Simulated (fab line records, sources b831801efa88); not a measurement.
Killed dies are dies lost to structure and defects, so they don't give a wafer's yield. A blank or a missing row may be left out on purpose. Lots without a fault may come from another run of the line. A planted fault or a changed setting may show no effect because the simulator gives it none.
fab line records | flow sky130
record lots=11 wafers=33 last_day=50
route steps=708 shown METAL2@498 VIA2@519 METAL3@534 PAD_OPEN@708
lots that met no fault: from a run of the same line without faults
start_h: hours from the record's first day to the start of the lot's first wafer shown | wait_h: hours since the lot's step before | " the same as in the row above | L1.1+2: a row that stands for several wafers | - no value, or no start given | * or withheld: withheld | < > ~ a bound
route shown NAME@n: a module of which the file shows steps, and the number in the route of the first | usual: mean/standard deviation of fault-free wafers | same: alike in all rows | chamber/n: place in a boat | sites: the reading at each site | _std_site: their standard deviation | _edge_site: outer sites' mean less inner sites' | radius_mm: how far each site lies from the wafer's centre | mask NAME#n: copy n | behind: the tool/chamber that last shaped the wafer | hold: why the lot was held/for how many hours/how that ended | device: the transistor (n, p or np) that didn't switch | end of line: the same wafers' tests at the end of the route | a step without rows: its recipe alone | killed: dies lost to structure and defects at the first sort, not the wafer's yield | map: a wafer's dies, x killed, . not, _ none there
set.NAME: the setting as run; set.NAME@STEP: as run at that earlier step | model.NAME: the simulator's own value behind a step, which no gauge read
steps of the route over a sample of lots; a table a step, a row a wafer
services: from which hour (start_h, from the record's first day; less than 0 if before it) a tool's chamber was out of use, for how many hours, and why
## steps
# step SKY_METAL2_CD_MEAS_15
# recipe target_cd_nm=140
# usual cd_nm=140.7/1.4
# columns lot.wafer tool chamber start_h wait_h cd_nm
L550.2 cd_sem-01 - 851.82 - 140.1
L550.4 " - " " 139.5
L550.5 " - " " 139.4
L552.2 cd_sem-02 - 858.42 - 137.0
L552.4 " - " " 137.7
L552.5 " - " " 139.0
L554.2 cd_sem-01 - 878.11 - 138.8
L554.4 " - " " 138.6
L554.6 " - " " 138.4
L556.2 cd_sem-02 - 888.72 - 139.8
L556.3 " - " " 141.7
L556.6 " - " " 141.6
L557.1 cd_sem-01 - 889.09 - 142.3
L557.3 " - " " 140.9
L557.6 " - " " 141.1
L560.1 cd_sem-02 - 913.51 - 139.7
L560.2 " - " " 139.3
L560.4 " - " " 141.1
L561.3 cd_sem-02 - 916.99 - 142.2
L561.5 " - " " 141.8
L561.6 " - " " 141.3
L563.2 cd_sem-01 - 933.06 - 142.9
L563.3 " - " " 143.7
L563.6 " - " " 144.0
L564.1 cd_sem-01 - 935.06 - 140.3
L564.4 " - " " 138.3
L564.5 " - " " 142.3
L572.2 cd_sem-02 - 984.87 - 142.4
L572.5 " - " " 140.6
L572.6 " - " " 140.1
L571.2 cd_sem-02 - 989.57 - 141.2
L571.4 " - " " 141.7
L571.6 " - " " 140.1
# step SKY_VIA2_CD_MEAS_12
# recipe target_cd_nm=200
# usual cd_nm=199.7/1.5
# columns lot.wafer tool chamber start_h wait_h cd_nm
L550.2 cd_sem-02 - 880.19 - 199.0
L550.4 " - " " 198.9
L550.5 " - " " 200.1
L552.2 cd_sem-02 - 886.98 - 200.0
L552.4 " - " " 199.0
L552.5 " - " " 198.4
L554.2 cd_sem-02 - 904.85 - 198.4
L554.4 " - " " 198.2
L554.6 " - " " 197.9
L556.2 cd_sem-01 - 915.22 - 201.6
L556.3 " - " " 201.6
L556.6 " - " " 201.7
L557.1 cd_sem-02 - 915.41 - 199.2
L557.3 " - " " 198.2
L557.6 " - " " 198.4
L560.1 cd_sem-01 - 940.60 - 199.5
L560.2 " - " " 200.5
L560.4 " - " " 198.9
L561.3 cd_sem-01 - 943.60 - 198.8
L561.5 " - " " 199.0
L561.6 " - " " 200.4
L563.2 cd_sem-02 - 959.12 - 199.2
L563.3 " - " " 198.8
L563.6 " - " " 198.2
L564.1 cd_sem-02 - 960.98 - 201.5
L564.4 " - " " 199.9
L564.5 " - " " 199.6
L572.2 cd_sem-02 - 1010.37 - 197.8
L572.5 " - " " 196.8
L572.6 " - " " 196.5
L571.2 cd_sem-02 - 1014.69 - 200.6
L571.4 " - " " 201.1
L571.6 " - " " 199.7
# step SKY_VIA2_CVD_21
# recipe material=W target_thk_nm=420 time_s=126.4 temp_c=400 pressure_torr=40
# usual heater_power_w=822/40
# columns lot.wafer tool chamber start_h wait_h heater_power_w
L550.2 cvd_w-01 0 881.09 0.0 856
L550.4 " 0 " " 897
L550.5 " 0 " " 884
L552.2 cvd_w-01 0 887.88 0.0 893
L552.4 " 0 " " 895
L552.5 " 1 " " 771
L554.2 cvd_w-01 1 905.79 0.1 766
L554.4 " 1 " " 784
L554.6 " 1 " " 797
L556.2 cvd_w-01 0 916.16 0.0 891
L556.3 " 0 " " 890
L556.6 " 0 " " 880
L557.1 cvd_w-01 0 916.37 0.0 896
L557.3 " 1 " " 795
L557.6 " 0 " " 872
L560.1 cvd_w-01 1 941.59 0.0 790
L560.2 " 0 " " 896
L560.4 " 1 " " 777
L561.3 cvd_w-02 1 944.52 0.1 784
L561.5 " 0 " " 821
L561.6 " 1 " " 794
L563.2 cvd_w-01 1 960.53 0.0 785
L563.3 " 1 " " 772
L563.6 " 1 " " 775
L564.1 cvd_w-02 1 962.00 0.0 797
L564.4 " 0 " " 834
L564.5 " 0 " " 815
L572.2 cvd_w-02 0 1011.27 0.0 812
L572.5 " 0 " " 814
L572.6 " 1 " " 796
L571.2 cvd_w-02 0 1015.59 0.0 827
L571.4 " 1 " " 782
L571.6 " 0 " " 839
# step SKY_METAL3_SPUTTER_02
# recipe material=AlCu target_thk_nm=735 power_w=10600 time_s=39.1 chamber_pressure_pa=0.4
# usual chamber_pressure_pa=0.4001/0.00082 throttle_valve_pct=30.0/0.85
# columns lot.wafer tool chamber start_h wait_h chamber_pressure_pa throttle_valve_pct
L550.2 pvd_sputter-04 - 881.75 0.0 0.3994 30.5
L550.4 " - " " 0.4004 30.1
L550.5 " - " " 0.4005 29.9
L552.2 pvd_sputter-01 - 888.54 0.0 0.3987 29.0
L552.4 " - " " 0.4011 29.6
L552.5 " - " " 0.3996 30.7
L554.2 pvd_sputter-01 - 906.54 0.0 0.4012 30.8
L554.4 " - " " 0.4008 31.1
L554.6 " - " " 0.4000 29.5
L556.2 pvd_sputter-04 - 916.82 0.0 0.3992 30.9
L556.3 " - " " 0.4002 30.1
L556.6 " - " " 0.3997 29.6
L557.1 pvd_sputter-01 - 917.12 0.0 0.3999 28.9
L557.3 " - " " 0.3998 30.7
L557.6 " - " " 0.3998 28.9
L560.1 pvd_sputter-02 - 942.30 0.0 0.4000 29.9
L560.2 " - " " 0.3996 29.6
L560.4 " - " " 0.3986 31.8
L561.3 pvd_sputter-01 - 945.14 0.0 0.4001 30.8
L561.5 " - " " 0.4002 30.5
L561.6 " - " " 0.4012 28.9
L563.2 pvd_sputter-01 - 961.48 0.0 0.4005 28.8
L563.3 " - " " 0.4001 29.6
L563.6 " - " " 0.3999 28.7
L564.1 pvd_sputter-01 - 962.71 0.0 0.3997 29.6
L564.4 " - " " 0.3995 30.7
L564.5 " - " " 0.4003 30.9
L572.2 pvd_sputter-01 - 1011.92 0.0 0.4002 31.2
L572.5 " - " " 0.4005 30.8
L572.6 " - " " 0.2971 33.6
L571.2 pvd_sputter-01 - 1016.25 0.0 0.2969 33.7
L571.4 " - " " 0.4016 31.0
L571.6 " - " " 0.4020 30.5
# step SKY_METAL3_METAL_ETCH_18
# recipe target_depth_a=8450 stop_on=SiO2 over_etch_frac=0.3 time_s=183.1 chemistry=Cl2/BCl3 resist_sidewall_deg=88 pressure_mtorr=10 icp_w=900 bias_w=48.5 Cl2_flow_sccm=60 bcl3_flow_sccm=30
# usual bias_w=48.48/0.13 chamber_pressure_mTorr=10.000/0.0083 drypump_motor_current_A=5.69/0.19 oes_product_au=0.867/0.0062 throttle_valve_pct=22.263/0.0088
# columns lot.wafer tool chamber start_h wait_h bias_w chamber_pressure_mTorr drypump_motor_current_A oes_product_au rf_hours_counter_h throttle_valve_pct
L550.2 rie_metal-01 1 932.91 0.0 48.56 10.003 6.02 0.866 12 22.261
L550.4 " 1 " " 48.71 9.993 6.03 0.855 - 22.268
L550.5 " 0 " " 48.52 10.001 5.48 0.867 - 22.259
L552.2 rie_metal-03 1 939.20 0.0 48.62 9.992 5.47 0.860 6 22.254
L552.4 " 1 " " 48.55 9.998 5.46 0.862 - 22.271
L552.5 " 0 " " 48.62 10.005 5.68 0.862 - 22.270
L554.2 rie_metal-04 1 957.16 0.0 48.35 9.995 5.71 0.875 12 22.262
L554.4 " 0 " " 48.52 9.993 5.69 0.871 - 22.273
L554.6 " 1 " " 48.53 9.991 5.68 0.859 - 22.255
L557.1 rie_metal-04 1 968.44 0.0 48.52 10.001 5.74 0.872 12 22.270
L557.3 " 1 " " 48.59 10.016 5.70 0.854 - 22.257
L557.6 " 1 " " 48.51 10.011 5.73 0.864 - 22.276
L556.2 rie_metal-01 0 968.81 0.0 48.54 10.016 5.48 0.870 4 22.254
L556.3 " 1 " " 48.39 9.990 6.04 0.870 - 22.263
L556.6 " 1 " " 48.62 9.997 6.03 0.860 - 22.266
L560.1 rie_metal-04 0 991.32 0.0 48.56 9.989 5.69 0.875 6 22.269
L560.2 " 1 " " 48.52 10.012 5.72 0.869 14 22.263
L560.4 " 0 " " 48.20 9.992 5.69 0.871 - 22.263
L561.3 rie_metal-01 0 994.30 0.1 48.51 10.001 5.46 0.873 - 22.261
L561.5 " 0 " " 48.68 9.999 5.47 0.867 - 22.250
L561.6 " 1 " " 48.43 10.001 6.03 0.867 - 22.269
L563.2 rie_metal-01 1 1008.85 0.0 48.43 9.999 6.01 0.875 17 22.253
L563.3 " 1 " " 48.52 9.984 6.04 0.869 - 22.266
L563.6 " 1 " " 48.43 10.001 6.03 0.872 - 22.274
L564.1 rie_metal-01 0 1011.24 0.0 48.43 9.986 5.49 0.860 7 22.262
L564.4 " 0 " " 48.55 10.006 5.50 0.871 - 22.255
L564.5 " 1 " " 48.67 10.002 6.02 0.861 - 22.266
L572.2 rie_metal-04 0 1058.87 0.0 48.47 10.001 5.67 0.867 10 22.265
L572.5 " 1 " " 48.67 10.006 5.70 0.875 - 22.259
L572.6 " 0 " " 48.40 9.994 5.66 0.886 - 22.264
L571.2 rie_metal-01 0 1063.79 0.0 48.48 10.015 5.47 0.888 10 22.275
L571.4 " 1 " " 48.73 10.007 6.04 0.869 - 22.267
L571.6 " 1 " " 48.61 10.003 6.03 0.867 - 22.257
# step SKY_PAD_OPEN_PROBE_99
# usual defect_limited_yield=82.1/1.9 killed_at_M0_to_M3=44/6.6 killed_at_M4_up=3.0/1.9 killed_at_contacts=24/5.1 killed_at_front_end=16/4.6 killed_at_other=0.3/0.59 killed_dies=88/9.5 killed_open=48/6.7 killed_short=40/6.1 sort_bin_3_pad_short=0.9/0.43 sort_bin_5_function=10.7/1.6 sort_bin_6_memory=6.3/1.1 sort_n_pass=404/9.5 sort_yield_pct=82.1/1.9
# same gross_dies=492 killed_at_back_side=0 sort_bin_4_leakage[%]=0 sort_bin_8_speed[%]=0
# columns lot.wafer tool chamber start_h wait_h defect_limited_yield[%] killed_at_M0_to_M3 killed_at_M4_up killed_at_contacts killed_at_front_end killed_at_other killed_dies killed_open killed_short sort_bin_3_pad_short[%] sort_bin_5_function[%] sort_bin_6_memory[%] sort_n_pass sort_yield_pct[%]
L554.2 prober-02 - 1119.55 0.1 78.9 51 4 26 23 0 104 62 42 1.0 12.6 7.5 388 78.9
L554.4 prober-02 - 1119.65 0.2 77.0 39 4 31 39 0 113 64 49 1.4 13.2 8.3 379 77.0
L554.6 prober-02 - 1119.75 0.2 79.9 49 5 25 20 0 99 49 50 0.6 14.4 5.1 393 79.9
# killed by level:class
L554.2 VIA1:geometric_particle:open=14 CONTACT:geometric_particle:open=13 VIA3:geometric_particle:open=8 POLY_GATE:geometric_particle:open=6 LI_CONTACT:geometric_particle:open=6 VIA2:geometric_particle:open=6 FIELD_ISO:geometric_particle:short=5 POLY_GATE:geometric_particle:short=5
L554.4 FIELD_ISO:geometric_particle:short=15 LI_CONTACT:geometric_particle:open=11 FIELD_ISO:geometric_particle:open=10 VIA3:geometric_particle:open=10 VIA1:geometric_particle:open=10 LOCAL_INTERCONNECT:geometric_particle:short=9 POLY_GATE:geometric_particle:short=7 VIA2:geometric_particle:open=7
L554.6 VIA3:geometric_particle:open=13 VIA2:geometric_particle:open=10 FIELD_ISO:geometric_particle:short=7 CONTACT:geometric_particle:short=7 LOCAL_INTERCONNECT:geometric_particle:short=7 VIA1:geometric_particle:open=6 FIELD_ISO:geometric_particle:open=5 LI_CONTACT:geometric_particle:open=5
## services
# columns tool chamber start_h hours kind
rie_metal-01 - 863.29 14.6 pm
cvd_w-02 - 866.91 0.7 repair
cvd_w-02 - 871.97 3.8 pm
rie_metal-01 - 877.89 2.8 pm
rie_metal-03 - 888.15 0.2 repair
pvd_sputter-02 - 890.29 4.2 repair
pvd_sputter-01 - 893.72 3.4 repair
cvd_w-01 0 902.74 6.5 repair
cvd_w-02 - 904.00 14.0 pm
rie_metal-03 1 939.38 2.1 repair
cvd_w-02 0 947.39 2.8 repair
pvd_sputter-01 - 954.67 3.9 repair
pvd_sputter-04 - 956.47 14.5 repair
pvd_sputter-01 1 968.37 - consumable_replace:kit
pvd_sputter-01 1 968.37 18.0 scheduled_down
rie_metal-03 - 980.08 2.8 pm
rie_metal-03 0 985.53 15.9 repair
pvd_sputter-04 - 998.50 20.5 repair
pvd_sputter-01 - 1003.75 2.3 repair
pvd_sputter-02 - 1006.70 2.7 repair
rie_metal-01 - 1013.49 0.2 repair
rie_metal-04 1 1015.53 2.3 repair
rie_metal-01 1 1042.50 7.6 repair
cvd_w-02 - 1061.46 0.7 repair
## key
first_sign step=SKY_METAL3_SPUTTER_02 reading=chamber_pressure_pa direction=down sigmas=99+ usual=0.4001 struck=0.2970
effect step=SKY_METAL3_SPUTTER_02 reading=throttle_valve_pct direction=up sigmas=4.3 usual=30.0 struck=33.7
effect step=SKY_METAL3_METAL_ETCH_18 reading=oes_product_au direction=up sigmas=3.2 usual=0.867 struck=0.887
met_at SKY_METAL3_SPUTTER_02
struck_lots L571,L572
struck_wafers L571.2,L572.6
not_acting_at SKY_METAL2_CD_MEAS_15,SKY_VIA2_CD_MEAS_12,SKY_VIA2_CVD_21
onset_between 961.48 1011.92
fault kind=process_parameter_drift tool=pvd_sputter-01 chamber=- onset_h=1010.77 steps=SKY_METAL3_SPUTTER_02 channel=chamber_pressure_pa offset=-0.10436 shape=step end_h=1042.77 acts_in=these_recipes_only stated=0.4 scope=struck_wafers_only
